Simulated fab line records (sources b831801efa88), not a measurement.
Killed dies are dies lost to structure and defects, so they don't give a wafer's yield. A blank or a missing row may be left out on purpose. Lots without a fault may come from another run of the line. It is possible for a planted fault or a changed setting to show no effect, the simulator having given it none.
Which tool is to blame?	flow sky130	11 lots, 33 wafers sampled, at 5 steps of a route of 708

## WHAT EACH GAUGE READ, for each wafer
SKY_METAL1_OVL_MEAS_16. Usual: METAL1_OVL gives -2 nm (standard deviation 5.5).
lot	measured	on	METAL1_OVL (nm)	flag
L745	day 33 09:07	overlay-02	-3 -1 -9	
L746	day 33 17:31	overlay-02	1 3 -4	
L747	day 34 04:15	overlay-02	-8 -9 -3	
L748	day 34 08:37	overlay-02	-10 -11 -9	
L751	day 35 02:43	overlay-01	-14 -8 -14	
L752	day 35 17:25	overlay-01	8 8 0	
L758	day 37 15:42	overlay-02	1 -4 2	
L762	day 39 00:17	overlay-01	7 7 -1	
L764	day 39 12:29	overlay-01	3 2 -3	
L765	day 39 19:07	overlay-01	2 -2 -1	
L766	day 40 03:43	overlay-01	3 4 -3	

SKY_METAL2_RS_MEAS_05: measurement is done with a four-point probe. Usual: METAL2_ALCU_RS gives 0.1270 ohm/sq (standard deviation 0.0015).
lot	measured	on	METAL2_ALCU_RS (ohm/sq)	flag
L745	day 34 14:02	film metro-03	0.1278 0.1264 0.1285	
L746	day 34 23:09	film metro-04	0.1275 0.1273 0.1269	
L747	day 35 10:44	film metro-03	0.1279 0.1267 0.1264	
L748	day 35 14:15	film metro-04	0.1253 0.1265 0.1260	
L751	day 36 08:14	film metro-03	0.1248 0.1285 0.1246	
L752	day 36 21:49	film metro-02	0.1267 0.1269 0.1270	
L758	day 38 20:14	film metro-03	0.1253 0.1278 0.1269 0.1255 0.1281 0.1272	
L762	day 40 04:38	film metro-02	0.1268 0.1263 0.1256	
L764	day 40 15:53	film metro-04	0.1293 0.1287 0.1289	
L765	day 40 22:56	film metro-04	0.1258 0.1253 0.1256	
L766	day 41 07:00	film metro-02	0.1260 0.1275 0.1263	

## EACH LOT AND THE TOOL THAT RAN IT (in order: tool; ch and the chambers of the sampled wafers; start)
lot	SKY_METAL1_METAL_ETCH_19	SKY_METAL2_SPUTTER_00	SKY_METAL2_SPUTTER_01
L745	rie metal-01 ch 0,1, day 33 09:16	pvd sputter-04, day 34 13:52	pvd sputter-04, day 34 13:53
L746	rie metal-04 ch 0,1, day 33 17:38	pvd sputter-04, day 34 23:01	pvd sputter-04, day 34 23:02
L747	rie metal-04 ch 0,1, day 34 04:23	pvd sputter-04, day 35 10:36	pvd sputter-04, day 35 10:37
L748	rie metal-04 ch 0,1, day 34 08:46	pvd sputter-04, day 35 14:04	pvd sputter-04, day 35 14:05
L751	rie metal-02 ch 0,1, day 35 02:50	pvd sputter-03, day 36 08:04	pvd sputter-03, day 36 08:05
L752	rie metal-01 ch 1, day 35 17:32	pvd sputter-03, day 36 21:40	pvd sputter-03, day 36 21:41
L758	rie metal-04 ch 0,1, day 37 15:50	pvd sputter-03, day 38 20:06	pvd sputter-03, day 38 20:07
L762	rie metal-02 ch 0,1, day 39 00:25	pvd sputter-01, day 40 04:29	pvd sputter-01, day 40 04:30
L764	rie metal-02 ch 0,1, day 39 12:37	pvd sputter-01, day 40 15:44	pvd sputter-01, day 40 15:46
L765	rie metal-04 ch 0,1, day 39 19:14	pvd sputter-04, day 40 22:47	pvd sputter-04, day 40 22:48
L766	rie metal-02 ch 0,1, day 40 03:52	pvd sputter-04, day 41 06:49	pvd sputter-04, day 41 06:50
- SKY_METAL1_METAL_ETCH_19: etches the open film in Cl2/BCl3, stops on SiO2, target depth 360 nm, time 78 s.
- SKY_METAL2_SPUTTER_00: material Ti, target thk 15 nm, time 10 s.
- SKY_METAL2_SPUTTER_01: material TiN, target thk 20 nm, time 16.7 s.

## WHAT THE TOOLS THEMSELVES READ (means of the sampled wafers that have a number; where no wafer has one, the mark that the record gives instead)
SKY_METAL1_METAL_ETCH_19. Usual: drypump motor current A 5.7 A, standard deviation 0.38; oes product au 0.854 a.u., standard deviation 0.0058; throttle valve pct 22.265 %, standard deviation 0.0095.
lot	tool	drypump motor current A (A)	oes product au (a.u.)	throttle valve pct (%)	flag
L745	rie metal-01	5.5	0.854	22.265	
L746	rie metal-04	5.4	0.853	22.277	
L747	rie metal-04	5.4	0.855	22.262	
L748	rie metal-04	5.4	0.846	22.260	
L751	rie metal-02	6.1	0.852	22.268	
L752	rie metal-01	6.0	0.855	22.266	
L758	rie metal-04	5.5	0.857	22.269	
L762	rie metal-02	6.1	0.850	22.262	
L764	rie metal-02	6.1	0.859	22.265	
L765	rie metal-04	5.4	0.853	22.263	
L766	rie metal-02	6.0	0.853	22.267	

SKY_METAL2_SPUTTER_00. Usual: 30.0 % for throttle valve pct, sd 0.68.
lot	tool	throttle valve pct (%)	flag
L745	pvd sputter-04	30.0	
L746	pvd sputter-04	29.5	
L747	pvd sputter-04	30.1	
L748	pvd sputter-04	29.5	
L751	pvd sputter-03	30.0	
L752	pvd sputter-03	29.9	
L758	pvd sputter-03	30.3	
L762	pvd sputter-01	30.3	
L764	pvd sputter-01	30.3	
L765	pvd sputter-04	30.7	
L766	pvd sputter-04	29.4	

SKY_METAL2_SPUTTER_01. Usual: 30.0 % for throttle valve pct, sd 0.66.
lot	tool	throttle valve pct (%)	flag
L745	pvd sputter-04	29.9	
L746	pvd sputter-04	29.4	
L747	pvd sputter-04	30.2	
L748	pvd sputter-04	29.6	
L751	pvd sputter-03	30.0	
L752	pvd sputter-03	29.7	
L758	pvd sputter-03	30.2	
L762	pvd sputter-01	30.4	
L764	pvd sputter-01	30.3	
L765	pvd sputter-04	30.5	
L766	pvd sputter-04	29.3	

## THE ANSWER, worked out from the rows above alone
Rule: a lot counts as off when the mean over its wafers that have a number is more than 3 standard deviations away from the usual mean. A lot without any number at a reading at which 4 lots or more have one is off too. All remaining lots with rows at the step are treated as sound. First the gauges in route order, then the tools' own readings, where a lot's mean is used as printed above. At the first step where some lot is off, the reading lying furthest off is the one used; lots without a number count as furthest.
No lot is off at any reading shown: from this, nothing can be told.

## WHAT THE SIMULATOR HAD PUT IN
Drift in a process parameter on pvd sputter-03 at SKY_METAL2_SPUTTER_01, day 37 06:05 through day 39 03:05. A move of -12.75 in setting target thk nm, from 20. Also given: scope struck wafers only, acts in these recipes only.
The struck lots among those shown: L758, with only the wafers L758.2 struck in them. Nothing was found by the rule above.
